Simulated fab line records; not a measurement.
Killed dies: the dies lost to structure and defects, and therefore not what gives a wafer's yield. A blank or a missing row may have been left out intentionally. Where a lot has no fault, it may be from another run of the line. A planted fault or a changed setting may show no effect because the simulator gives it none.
The tool behind it: which one? | flow sfq line | Sampling: 15 lots, 43 wafers, 3 of 325 route steps

WHAT THE GAUGES SHOWED, per wafer
The record holds no reading of a measuring or inspecting step that can be judged against a usual standard deviation.

WHICH TOOL RAN EACH LOT (tool, then ch and the chambers of the sampled wafers, then the start)
lot  | SFQ_TRILAYER_I1_CMP_CMP_046   | SFQ_TRILAYER_I1_METRO_MEASURE_047 | SFQ_TRILAYER_I1_VIA_ETCH_VIA_ETCH_052
L584 | cmp-01 ch 0,1,2, day 11 18:36 | film metro-02, day 11 21:43       | rie diel-01 ch 0,2, day 17 05:11
L585 | cmp-02 ch 2,3, day 12 04:12   | film metro-03, day 12 07:43       | rie diel-03 ch 0,1, day 17 15:59
L586 | cmp-02 ch 2,3, day 12 20:35   | film metro-03, day 12 23:25       | rie diel-04 ch 1,2,3, day 18 08:47
L591 | cmp-01 ch 1,2,3, day 13 20:10 | film metro-03, day 13 23:17       | rie diel-04 ch 0,1,3, day 19 14:20
L593 | cmp-02 ch 0,2,3, day 14 09:05 | film metro-03, day 14 11:49       | rie diel-03 ch 1,2,3, day 20 09:07
L594 | cmp-02 ch 0,1,3, day 15 00:05 | film metro-03, day 15 02:13       | rie diel-04 ch 0,2, day 21 08:53
L596 | cmp-02 ch 2,3, day 15 02:35   | film metro-04, day 15 05:37       | rie diel-03 ch 2,3, day 21 12:29
L597 | cmp-02 ch 0, day 15 07:25     | film metro-03, day 15 10:08       | rie diel-01 ch 1, day 21 18:32
L598 | cmp-01 ch 0,2,3, day 15 20:05 | film metro-03, day 15 22:42       | rie diel-01 ch 0,2, day 22 08:53
L600 | cmp-01 ch 1,2, day 16 11:22   | film metro-03, day 16 14:29       | rie diel-04 ch 1,2,3, day 22 23:17
L601 | cmp-01 ch 1,2,3, day 16 17:59 | film metro-03, day 16 20:36       | rie diel-03 ch 0,2,3, day 23 06:29
L603 | cmp-01 ch 0,3, day 17 08:00   | film metro-02, day 17 11:19       | rie diel-03 ch 0,1,3, day 24 01:16
L604 | cmp-02 ch 0,2,3, day 17 19:52 | film metro-03, day 17 22:11       | rie diel-01 ch 1,2, day 24 14:34
L605 | cmp-02 ch 0,2,3, day 18 04:52 | film metro-03, day 18 06:59       | rie diel-04 ch 0,1,3, day 24 21:46
L606 | cmp-02 ch 0,1,2, day 18 10:22 | film metro-02, day 18 12:59       | rie diel-03 ch 0,2,3, day 25 07:22
- SFQ_TRILAYER_I1_CMP_CMP_046: polishes SiO2.
- SFQ_TRILAYER_I1_METRO_MEASURE_047
- SFQ_TRILAYER_I1_VIA_ETCH_VIA_ETCH_052: etches SiO2 in CHF3, stops on Nb, target depth 260 nm.

WHAT THE TOOLS THEMSELVES READ (means of the sampled wafers that have a number; where no wafer has one, the mark that the record gives instead)
SFQ_TRILAYER_I1_CMP_CMP_046.
lot  | tool   | motor current A (A) | time to endpoint s (s)
L584 | cmp-01 | 10.3                | 218
L585 | cmp-02 | 10.8                | 231
L586 | cmp-02 | 9.6                 | 213
L591 | cmp-01 | 9.5                 | 214
L593 | cmp-02 | 10.3                | 229
L594 | cmp-02 | 10.0                | 217
L596 | cmp-02 | 9.3                 | 222
L597 | cmp-02 | 10.7                | 219
L598 | cmp-01 | 11.2                | 209
L600 | cmp-01 | 9.7                 | 216
L601 | cmp-01 | 9.4                 | 221
L603 | cmp-01 | 11.6                | 213
L604 | cmp-02 | 10.0                | 223
L605 | cmp-02 | 10.5                | 219
L606 | cmp-02 | 10.8                | 209

SFQ_TRILAYER_I1_METRO_MEASURE_047.
lot  | tool          | thk nm (nm)
L584 | film metro-02 | 199.3
L585 | film metro-03 | 200.3
L586 | film metro-03 | 198.5
L591 | film metro-03 | 199.4
L593 | film metro-03 | 190.8
L594 | film metro-03 | 195.6
L596 | film metro-04 | 195.4
L597 | film metro-03 | 198.9
L598 | film metro-03 | 198.8
L600 | film metro-03 | 201.1
L601 | film metro-03 | 200.6
L603 | film metro-02 | 199.5
L604 | film metro-03 | 200.9
L605 | film metro-03 | 199.1
L606 | film metro-02 | 199.1

SFQ_TRILAYER_I1_VIA_ETCH_VIA_ETCH_052.
lot  | tool        | drypump motor current A (A) | oes product au (a.u.)
L584 | rie diel-01 | 6.0                         | 0.850
L585 | rie diel-03 | 5.1                         | 0.853
L586 | rie diel-04 | 5.6                         | 0.854
L591 | rie diel-04 | 5.8                         | 0.853
L593 | rie diel-03 | 5.4                         | 0.831
L594 | rie diel-04 | 5.5                         | 0.842
L596 | rie diel-03 | 5.4                         | 0.845
L597 | rie diel-01 | 4.9                         | 0.853
L598 | rie diel-01 | 6.2                         | 0.852
L600 | rie diel-04 | 5.6                         | 0.857
L601 | rie diel-03 | 5.1                         | 0.850
L603 | rie diel-03 | 5.1                         | 0.855
L604 | rie diel-01 | 5.5                         | 0.859
L605 | rie diel-04 | 5.7                         | 0.854
L606 | rie diel-03 | 5.1                         | 0.852

THE ANSWER, worked out from the rows above alone
Rule: the usual values come from the lots themselves. Put in order of their means at a reading, lots are off if they are a third of the lots or fewer, leave a main group of 4 or more, and stand apart from it by a gap of 3 or more times the standard deviation of the main group's means; of several such gaps the widest counts. Not used: any main group whose means are identical at the precision the tables above print for the reading. Also off: a lot with no number at a reading for which 4 or more lots have one. Where the step has rows for the other lots, those lots are counted as sound. The gauges are gone through in route order, then the tools' own readings, and for those a lot's mean is taken as printed above. At the first step where some lot is off, the reading lying furthest off is the one used; lots without a number count as furthest.
Off at SFQ_TRILAYER_I1_METRO_MEASURE_047 (thk nm): L593, L594, L596. Main group: mean 199.6 nm, sd 0.84.
If a tool, at that step or one of the process steps before it, ran each lot that is off and ran no sound lot following the first of them, it fits. None of those tried fits.

WHAT THE SIMULATOR HAD PUT IN
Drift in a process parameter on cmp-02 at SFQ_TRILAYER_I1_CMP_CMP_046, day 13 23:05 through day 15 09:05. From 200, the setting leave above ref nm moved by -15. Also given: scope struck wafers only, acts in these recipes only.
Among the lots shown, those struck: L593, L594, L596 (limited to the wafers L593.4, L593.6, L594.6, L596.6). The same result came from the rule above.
